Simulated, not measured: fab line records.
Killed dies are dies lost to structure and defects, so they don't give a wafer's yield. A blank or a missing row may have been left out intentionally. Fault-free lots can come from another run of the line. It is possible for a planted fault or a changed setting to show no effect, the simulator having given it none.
Which tool was responsible? / flow sky130 / 17 wafers from 6 lots sampled at 3 of the route's 708 steps

## WHAT THE GAUGES SHOWED, per wafer
SKY_METAL4_OVL_MEAS_14.
lot=L500; measured=day 42 19:23; on=overlay-01; METAL4_OVL (nm)=-3 3 -4
lot=L501; measured=day 43 03:28; on=overlay-02; METAL4_OVL (nm)=-7 -8 -2
lot=L503; measured=day 43 12:56; on=overlay-01; METAL4_OVL (nm)=-2 2 -3
lot=L506; measured=day 44 15:20; on=overlay-02; METAL4_OVL (nm)=6 0
lot=L518; measured=day 47 11:59; on=overlay-01; METAL4_OVL (nm)=-8 -6 -6
lot=L520; measured=day 47 21:14; on=overlay-02; METAL4_OVL (nm)=-9 -3 -10

## TOOL THAT RAN EACH LOT (tool first, then ch and the chambers of the sampled wafers, then the start)
lot=L500; SKY_METAL4_SPUTTER_02=pvd-sputter-03, day 40 19:25; SKY_CAP2M_SPUTTER_02=pvd-sputter-04, day 40 19:37
lot=L501; SKY_METAL4_SPUTTER_02=pvd-sputter-01, day 41 02:59; SKY_CAP2M_SPUTTER_02=pvd-sputter-02, day 41 03:11
lot=L503; SKY_METAL4_SPUTTER_02=pvd-sputter-03, day 41 14:03; SKY_CAP2M_SPUTTER_02=pvd-sputter-02, day 41 14:14
lot=L506; SKY_METAL4_SPUTTER_02=pvd-sputter-04, day 42 15:55; SKY_CAP2M_SPUTTER_02=pvd-sputter-02, day 42 16:07
lot=L518; SKY_METAL4_SPUTTER_02=pvd-sputter-03, day 45 17:34; SKY_CAP2M_SPUTTER_02=pvd-sputter-02, day 45 17:45
lot=L520; SKY_METAL4_SPUTTER_02=pvd-sputter-03, day 46 02:39; SKY_CAP2M_SPUTTER_02=pvd-sputter-04, day 46 02:50
- SKY_METAL4_SPUTTER_02: material AlCu, target thk 735 nm, time 39.1 s.
- SKY_CAP2M_SPUTTER_02: material TiN, target thk 200 nm, time 166.7 s.

## THE ANSWER, worked out from the rows above alone
Rule: the lots themselves supply what counts as usual. The widest of any qualifying gaps counts: lots, ordered by their means at a reading, are off when they make up no more than a third of the lots, leave a main group of 4 or more, and stand apart from it by 3 or more times the standard deviation of that group's means. If all means in a main group match to the digits the tables above print for the reading, that group is not used. Also off: a lot with no number at a reading for which 4 or more lots have one. All remaining lots with rows at the step are treated as sound.
Across all readings shown, no lot is off: no conclusion can be drawn from this.

## WHAT THE SIMULATOR HAD PUT IN
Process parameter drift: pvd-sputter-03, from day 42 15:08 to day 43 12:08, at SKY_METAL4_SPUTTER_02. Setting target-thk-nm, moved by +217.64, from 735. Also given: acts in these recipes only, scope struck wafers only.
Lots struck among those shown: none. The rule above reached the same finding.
